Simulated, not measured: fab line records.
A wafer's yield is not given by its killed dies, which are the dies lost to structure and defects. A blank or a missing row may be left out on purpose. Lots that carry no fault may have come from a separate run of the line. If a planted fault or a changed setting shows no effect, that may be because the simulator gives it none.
Comparing a struck lot with a sound one | flow sky130 | 15 out of 708 route steps
Sound: these wafers, L600.1, L600.2, L600.5. The struck wafers were L609.2, L609.3, L609.6. At the end, the cause is stated.
At each step with rows: each side's tool, then ch and its chambers, then its first start. Under that, the readings that differ: sound wafers | struck wafers | difference of the means | sigmas: that difference in standard deviations of wafers without a fault.
alike: readings whose means differ by less than 2 such deviations, and words and numbers that are the same on both sides. not compared: withheld readings, readings that some wafer has no value for, bounds like >300 that may hide the same value, and numbers for which the record gives no deviation and whose values overlap.
The two part at a step that has a row with sigmas, a row that says differs or no value, or rows on one side only. Numbers that don't overlap but have no deviation are shown without sigmas and don't part them. Lack of a reading on every wafer of one side parts them only where that side has two or more wafers.

first, 6 steps without rows for these wafers: SKY_SD_N_HMDS_01 (prime time 60 s); SKY_SD_N_COAT_02 (resist thk 1140 nm); SKY_SD_N_SOFTBAKE_03 (time 60 s); SKY_SD_N_EXPOSE_04 (exposes mask NSDM, target cd 380 nm); SKY_SD_N_PEB_05; SKY_SD_N_DEVELOP_06 (develop time 60 s).
SKY_SD_N_CD_MEAS_07: target cd 380 nm.
  sound on cd sem-01 at day 28 16:43; struck on cd sem-01 at day 32 13:56
  alike: cd nm
SKY_SD_N_OVL_MEAS_08:
  sound on overlay-02 at day 28 16:50; struck on overlay-01 at day 32 14:02
  alike: SD_N_OVL
then, 2 steps without rows for these wafers: SKY_SD_N_IMPLANT_09; SKY_SD_N_IMPLANT_10.
SKY_SD_N_STRIP_11: strips in O2/N2.
  sound on plasma asher-02 ch 0,1, day 28 17:10; struck on plasma asher-02 ch 0,1, day 32 14:22
  alike: drypump motor current A, oes product au, strip time to endpoint s
  not compared: rf hours counter h
SKY_SD_N_TW_MEAS_12:
  sound on film metro-01 at day 28 17:16; struck on film metro-04 at day 32 14:28
  alike: SD_N_TW
SKY_SD_N_CLEAN_13: cleans in SC1/SC2, time 150 s.
  sound on wet bench-02 ch 0, day 28 17:19; struck on wet bench-03 ch 3, day 32 14:31
  reading          | sound       | struck   | difference | sigmas
  run length s (s) | 174 174 174 | 54 54 54 | -120       | -29
SKY_SD_N_RTA_14: time 2 s.
  sound on rtp anneal-01 ch 0, day 28 17:22; struck on rtp anneal-01 ch 0, day 32 14:35
  alike: lamp power pct, wafer_temp_C_max
-- here the record skips 17 days between the struck wafers' starts before and after, leaving off in module SD_N and picking up in module PAD_OPEN (first step shown: number 708 of the route) --
SKY_PAD_OPEN_PROBE_99:
  sound on prober-02 at day 46 08:22; struck on prober-01 at day 49 07:23
  reading                                           | sound                | struck               | difference | sigmas
  model.etest.diode nwell sub.leak log10 a cm2      | -7.262 -7.574 -7.245 | -6.732 -6.386 -6.484 | +0.826     |
  model.etest.diode dnwell sub.leak log10 a cm2     | -7.114 -7.303 -7.563 | -6.8 -7.015 -6.597   | +0.5       |
  model.etest.diode pwell dnwell.leak log10 a cm2   | -7.302 -7.601 -7.663 | -7.032 -7.08 -7.263  | +0.397     |
  model.etest.diode ndiff pwell hv.leak log10 a cm2 | -6.555 -6.465 -6.733 | -6.372 -6.312 -6.19  | +0.293     |
  model.etest.nfet_16v.off log10 a um               | -13.79 -13.83 -13.88 | -13.52 -13.71 -13.67 | +0.20      |
  model.etest.pfet_16v.off log10 a um               | -13.92 -13.9 -13.9   | -13.86 -13.78 -13.88 | +0.07      |
  alike: killed_at_M0_to_M3, killed_at_M4_up, killed at contacts, killed at front end, killed at other, killed dies, killed open, killed short

## WHERE THEY PART
Only at SKY_SD_N_CLEAN_13, within this record. Later steps at which nothing parts them and some readings are alike: SKY_SD_N_RTA_14, SKY_PAD_OPEN_PROBE_99.

WHY: whatever the simulator had introduced
wet bench-03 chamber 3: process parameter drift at SKY_SD_N_CLEAN_13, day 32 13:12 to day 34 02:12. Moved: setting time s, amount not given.
